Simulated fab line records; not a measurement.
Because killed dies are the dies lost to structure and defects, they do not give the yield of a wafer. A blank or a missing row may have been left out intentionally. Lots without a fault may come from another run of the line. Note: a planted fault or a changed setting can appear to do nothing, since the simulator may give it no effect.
A struck lot beside a sound one + flow sky130 + 43 steps out of a route of 708
Sound: these wafers, L962.1, L962.2, L962.4. Wafers L971.1, L971.4, L971.5 were the ones struck. The cause is named last.
Order at every step that has rows: each side's tool, ch and its chambers, its first start. Under that, the readings that differ: sound wafers + struck wafers + difference of the means + sigmas: that difference in standard deviations of wafers without a fault.
alike: a reading whose means differ by less than 2 such deviations, as well as words and numbers matching on both sides. not compared: withheld readings; readings where some wafer has no value; bounds like >300 that might hide an equal value; numbers whose values overlap and for which the record gives no deviation.
Wherever a step has rows on one side only, a row that says differs or no value, or a row with sigmas, the two part there. Numbers that have no deviation but don't overlap get no sigmas and don't part them. Lack of a reading on every wafer of one side parts them only where that side has two or more wafers.

SKY_CONTACT_OVL_MEAS_15:
  sound on overlay-01 at day 31 06:13; struck on overlay-02 at day 34 15:35
  alike: CONTACT_OVL
then, 1 step without rows for these wafers: SKY_CONTACT_ETCH_16 (etches BARC in N2/H2, stops on SiO2, time 45.9 s, target depth 60 nm).
SKY_CONTACT_ETCH_17: etches SiO2 in C4F8/O2/Ar, stops on Si3N4, target depth 340 nm.
  sound on rie_diel-04 ch 0,1,3, day 31 06:17; struck on rie_diel-02 ch 0,2, day 34 15:40
  alike: oes_product_au
then, 7 steps without rows for these wafers: SKY_CONTACT_ETCH_18 (etches Si3N4 in CHF3/O2, stops on TiN, time 39 s, target depth 75 nm); SKY_CONTACT_STRIP_19 (strips in O2/N2); SKY_CONTACT_STRIP_20 (strips in post etch residue remover, time 1200 s); SKY_CONTACT_CLEAN_21 (cleans in IPA, time 180 s); SKY_CONTACT_CLEAN_22 (cleans in O3/DIW); SKY_CONTACT_SPUTTER_23 (material TiN, target thk 20 nm, time 80 s); SKY_CONTACT_CVD_24 (deposits W, target thk 340 nm, time 102.12 s).
SKY_CONTACT_RS_MEAS_25: measures by four-point-probe.
  sound on film_metro-04 at day 31 07:10; struck on film_metro-03 at day 34 16:31
  alike: CONTACT_W_RS
SKY_CONTACT_THK_MEAS_26: measures by xrf.
  sound on film_metro-04 at day 31 07:17; struck on film_metro-03 at day 34 16:38
  alike: CONTACT_W_THK
SKY_CONTACT_CMP_27: polishes, stops on SiO2, t overpolish 15 s, target thk 0 nm.
  sound on cmp-02 ch 0,1,2, day 31 07:20; struck on cmp-02 ch 0,1,2, day 34 17:05
  alike: edge_zone_pressure_frac, motor_current_A, overpolish_run_s, platen_rpm, time_to_endpoint_s
SKY_METAL1_SPUTTER_00: material Ti, target thk 15 nm, time 10 s.
  sound on pvd_sputter-01 at day 31 07:38; struck on pvd_sputter-03 at day 34 17:20
| reading                | sound          | struck         | difference | sigmas |
|------------------------|----------------|----------------|------------|--------|
| throttle_valve_pct (%) | 29.0 29.7 28.5 | 29.5 31.6 32.1 | +2.0       | +2     |
then, 2 steps without rows for these wafers: SKY_METAL1_SPUTTER_01 (material TiN, target thk 20 nm, time 16.7 s); SKY_METAL1_SPUTTER_02 (material AlCu, target thk 250 nm, time 13.3 s).
SKY_METAL1_SPUTTER_03: material Ti, target thk 5 nm, time 3.3 s.
  sound on pvd_sputter-01 at day 31 07:43; struck on pvd_sputter-03 at day 34 17:25
| reading                | sound          | struck         | difference | sigmas |
|------------------------|----------------|----------------|------------|--------|
| throttle_valve_pct (%) | 29.2 29.6 28.7 | 29.7 31.4 32.2 | +1.9       | +2     |
then, 1 step without rows for these wafers: SKY_METAL1_SPUTTER_04 (material TiN, target thk 70 nm, time 58.3 s).
SKY_METAL1_RS_MEAS_05: measures by four-point-probe.
  sound on film_metro-02 at day 31 07:47; struck on film_metro-03 at day 34 17:28
  alike: METAL1_ALCU_RS
SKY_METAL1_THK_MEAS_06: measures by xrf.
  sound on film_metro-02 at day 31 07:54; struck on film_metro-03 at day 34 17:35
  alike: METAL1_ALCU_THK
then, 8 steps without rows for these wafers: SKY_METAL1_DEHYDRATE_07 (time 60 s); SKY_METAL1_HMDS_08 (prime time 60 s); SKY_METAL1_COAT_09 (resist thk 60 nm); SKY_METAL1_COAT_10 (resist thk 450 nm); SKY_METAL1_SOFTBAKE_11 (time 90 s); SKY_METAL1_EXPOSE_12 (exposes mask MM1, target cd 140 nm); SKY_METAL1_PEB_13; SKY_METAL1_DEVELOP_14 (develop time 60 s).
SKY_METAL1_CD_MEAS_15: target cd 140 nm.
  sound on cd_sem-02 at day 32 11:47; struck on cd_sem-02 at day 35 21:06
  alike: cd_nm
SKY_METAL1_OVL_MEAS_16:
  sound on overlay-02 at day 32 11:55; struck on overlay-01 at day 35 21:13
  alike: METAL1_OVL
SKY_METAL1_DESCUM_17: chemistry O2, time 8 s.
  sound on rie_metal-03 ch 0,1, day 32 11:57; struck on rie_metal-04 ch 0,1, day 35 21:15
  alike: drypump_motor_current_A, oes_product_au
  not compared: rf_hours_counter_h
then, 7 steps without rows for these wafers: SKY_METAL1_ETCH_18 (etches BARC in N2/H2, stops on SiO2, time 45.9 s, target depth 60 nm); SKY_METAL1_METAL_ETCH_19 (etches the open film in Cl2/BCl3, stops on SiO2, target depth 360 nm, time 78 s); SKY_METAL1_STRIP_20 (strips in O2/N2); SKY_METAL1_STRIP_21 (strips in post etch residue remover, time 1200 s); SKY_METAL1_CLEAN_22 (cleans in IPA, time 180 s); SKY_METAL1_CLEAN_23 (cleans in O3/DIW); SKY_VIA1_HDPCVD_00 (deposits SiO2, target thk 1030 nm, time 171.7 s).
SKY_VIA1_THK_MEAS_01:
  sound on film_metro-01 at day 32 12:55; struck on film_metro-02 at day 35 22:09
| reading              | sound          | struck         | difference | sigmas |
|----------------------|----------------|----------------|------------|--------|
| VIA1_HDPCVD_THK (nm) | 1038 1044 1049 | 1023 1029 1019 | -20        | -2     |
SKY_VIA1_CMP_02: polishes SiO2.
  sound on cmp-02 ch 0,1,3, day 32 12:58; struck on cmp-01 ch 0,1,3, day 35 22:16
  alike: edge_zone_pressure_frac, motor_current_A, platen_rpm
SKY_VIA1_BOW_MEAS_03:
  sound on film_metro-04 at day 32 13:16; struck on film_metro-02 at day 35 22:31
  alike: VIA1_BOW
then, 1 step without rows for these wafers: SKY_VIA1_DEHYDRATE_04 (time 60 s).
-- the record jumps here: 12 days lie between the struck wafers' starts before and after (it left off in module VIA1 and takes up again in module PAD_OPEN, whose first step shown is number 708 of the route) --
SKY_PAD_OPEN_PROBE_99:
  sound on prober-01 at day 45 09:17; struck on prober-01 at day 48 01:07
| reading            | sound    | struck      | difference | sigmas |
|--------------------|----------|-------------|------------|--------|
| killed_at_M0_to_M3 | 52 43 50 | 22 39 29    | -18        | -3     |
| killed_at_contacts | 22 33 32 | 302 290 265 | +257       | +48    |
| killed_dies        | 91 87 94 | 332 343 311 | +238       | +25    |
| killed_on_rim      | 25 16 21 | 61 62 58    | +40        | +10    |
| killed_open        | 45 54 54 | 29 39 36    | -16        | -2     |
| killed_short       | 46 33 40 | 21 33 29    | -12        | -2     |
  alike: killed_at_M4_up, killed_at_front_end, killed_at_other

== WHERE THEY PART ==
At SKY_METAL1_SPUTTER_00 first; at SKY_PAD_OPEN_PROBE_99 last (within this record only).

WHY: what the simulator had put in
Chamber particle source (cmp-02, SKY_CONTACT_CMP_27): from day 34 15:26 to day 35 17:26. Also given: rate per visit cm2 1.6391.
